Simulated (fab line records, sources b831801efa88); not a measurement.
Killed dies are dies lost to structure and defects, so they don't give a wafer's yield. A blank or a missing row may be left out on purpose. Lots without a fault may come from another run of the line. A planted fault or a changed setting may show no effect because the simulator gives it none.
A struck lot beside a sound one | flow gf180mcu | 36 steps out of a route of 602
Sound: wafers L256.2, L256.3, L256.5. Struck: wafer L267.4. (L267.3, L267.6 of the same lot were not struck and are left out.) The cause comes at the end.
At each step with rows: each side's tool, then ch and its chambers, then its first start. Under that, the readings that differ: sound wafers | struck wafers | difference of the means | sigmas: that difference in standard deviations of wafers without a fault.
alike: readings whose means differ by less than 2 such deviations, and words and numbers that are the same on both sides. not compared: withheld readings, readings that some wafer has no value for, bounds like >300 that may hide the same value, and numbers for which the record gives no deviation and whose values overlap.
The two part at a step that has a row with sigmas, a row that says differs or no value, or rows on one side only. Numbers that don't overlap but have no deviation are shown without sigmas and don't part them. A reading that every wafer of one side lacks parts them only if that side has two wafers or more.

first, 2 steps without rows for these wafers: GF_M4_PEB_12 (peb time 90 s); GF_M4_DEVELOP_13 (develop time 60 s).
GF_M4_CD_MEAS_14: target cd 280 nm.
  sound on cd_sem-01, day 25 00:33; struck on cd_sem-01, day 28 07:01
  alike: cd_nm
GF_M4_OVL_MEAS_15:
  sound on overlay-02, day 25 00:39; struck on overlay-02, day 28 07:07
  alike: M4_OVL
GF_M4_METAL_ETCH_16: etches the open film in Cl2/BCl3, stops on SiO2, target depth 627.5 nm, time 104.6 s.
  sound on rie_metal-04 ch 0,1, day 25 00:41; struck on rie_metal-02 ch 1, day 28 07:10
  alike: bias_w, drypump_motor_current_A, oes_product_au, throttle_valve_pct
  not compared: rf_hours_counter_h
GF_M4_STRIP_17: strips in O2/N2.
  sound on plasma_asher-03 ch 0,1, day 25 00:47; struck on plasma_asher-03 ch 0, day 28 07:17
  reading                      | sound          | struck | difference | sigmas
  strip_time_to_endpoint_s (s) | 7.80 7.82 7.89 | 7.98   | +0.14      | +2
  alike: drypump_motor_current_A, heater_power_w, oes_product_au
  not compared: rf_hours_counter_h
then, 3 steps without rows for these wafers: GF_M4_STRIP_18 (strips in post etch residue remover, time 1200 s); GF_M4_CLEAN_19 (cleans in DIW); GF_V4_CVD_00 (deposits SiO2, target thk 600 nm, time 100 s).
GF_V4_THK_MEAS_01:
  sound on film_metro-01, day 25 01:25; struck on film_metro-04, day 28 07:54
  alike: V4_CVD_00_THK
GF_V4_CVD_02: deposits SiO2 from TEOS, target thk 850 nm, time 94.851 s.
  sound on pecvd-02 ch 0,1,2, day 25 01:28; struck on pecvd-02 ch 0, day 28 07:56
  alike: heater_power_w
GF_V4_THK_MEAS_03:
  sound on film_metro-04, day 25 01:32; struck on film_metro-01, day 28 08:02
  alike: V4_CVD_02_THK
GF_V4_CMP_04: polishes SiO2.
  sound on cmp-01 ch 0,1,3, day 25 01:47; struck on cmp-01 ch 2, day 28 08:04
  reading                             | sound           | struck | difference | sigmas
  time_to_endpoint_s (s)              | 81 67 83        | 38     | -39        | -6
  model.SiO2_of_V4_CVD_02.thk_nm (nm) | 631 630.5 631.2 | 792.8  | +161.9     |
  alike: edge_zone_pressure_frac, motor_current_A
GF_V4_BOW_MEAS_05:
  sound on film_metro-01, day 25 02:01; struck on film_metro-01, day 28 08:45
  not compared: hold, V4_BOW
then, 7 steps without rows for these wafers: GF_V4_HMDS_07 (prime time 60 s); GF_V4_COAT_08; GF_V4_COAT_09 (resist thk 1000 nm); GF_V4_SOFTBAKE_10 (time 60 s); GF_V4_EXPOSE_11 (exposes mask Via4, target cd 260 nm); GF_V4_PEB_12 (peb time 90 s); GF_V4_DEVELOP_13 (develop time 60 s).
GF_V4_CD_MEAS_14: target cd 260 nm.
  sound on cd_sem-02, day 25 23:49; struck on cd_sem-02, day 29 02:29
  alike: cd_nm
GF_V4_OVL_MEAS_15:
  sound on overlay-02, day 25 23:56; struck on overlay-01, day 29 02:35
  alike: V4_OVL
then, 1 step without rows for these wafers: GF_V4_ETCH_16 (etches BARC in N2/H2).
GF_V4_ETCH_17: etches SiO2 in C4F8/O2/Ar, stops on TiN, target depth 630 nm.
  sound on rie_diel-04 ch 0,3; struck on rie_diel-02 ch 0
  reading                        | sound             | struck | difference | sigmas
  oes_product_au (a.u.)          | 0.853 0.852 0.856 | 0.972  | +0.118     | +24
  model.etch.depth_nm (nm)       | 631 630.5 631.2   | 792.8  | +161.9     |
  model.V4.feature_depth_nm (nm) | 631 630.5 631.2   | 792.8  | +161.9     |
  alike: bias_w
then, 5 steps without rows for these wafers: GF_V4_STRIP_18 (strips in O2/N2); GF_V4_STRIP_19 (strips in post etch residue remover, time 1200 s); GF_V4_CLEAN_20 (cleans in DIW); GF_V4_SPUTTER_21 (material Ti, target thk 15 nm, time 80.02 s); GF_V4_SPUTTER_22 (material TiN, target thk 10 nm, time 40 s).
GF_V4_CVD_23: deposits W, target thk 350 nm, time 104.9 s.
  sound on cvd_w-01 ch 1, day 26 00:43; struck on cvd_w-02 ch 1, day 29 03:29
  reading            | sound       | struck | difference | sigmas
  heater_power_w (W) | 779 753 780 | 842    | +71        | +2
GF_V4_RS_MEAS_24: measures by four-point-probe.
  sound on film_metro-04, day 26 00:51; struck on film_metro-01, day 29 03:40
  alike: V4_W_RS
GF_V4_THK_MEAS_25: measures by xrf.
  sound on film_metro-04, day 26 00:58; struck on film_metro-01, day 29 03:46
  alike: V4_W_THK
GF_V4_CMP_26: polishes, stops on SiO2, t overpolish 15 s, target thk 0 nm.
  sound on cmp-02 ch 1,2, day 26 01:04; struck on cmp-02 ch 2, day 29 03:52
  reading                             | sound             | struck | difference | sigmas
  model.SiO2_of_V4_CVD_02.thk_nm (nm) | 627.2 626.7 627.4 | 789    | +162       |
  alike: edge_zone_pressure_frac, motor_current_A
GF_MIM_SPUTTER_00: material Ti, target thk 37.5 nm, time 150 s.
  sound on pvd_sputter-04, day 26 01:19; struck on pvd_sputter-04, day 29 04:07
  alike: throttle_valve_pct
-- the record jumps here: 4 days lie between the struck wafers' starts before and after (it left off in module MIM and takes up again in module PASSIVATION, whose first step shown is number 602 of the route) --
GF_PASSIVATION_PROBE_99:
  sound on prober-02, day 30 10:19; struck on prober-01, day 33 02:56
  reading                       | sound             | struck                   | difference                   | sigmas
  hold                          | - - -             | await_dispo/5.9h/release | no value on the sound wafers |
  model.etest.via4_chain.rc_ohm | 6.289 6.309 6.248 | 7.446                    | +1.164                       |

WHERE THEY PART
First at GF_M4_STRIP_17; last, within this record, at GF_PASSIVATION_PROBE_99.

WHY: what the simulator had put in
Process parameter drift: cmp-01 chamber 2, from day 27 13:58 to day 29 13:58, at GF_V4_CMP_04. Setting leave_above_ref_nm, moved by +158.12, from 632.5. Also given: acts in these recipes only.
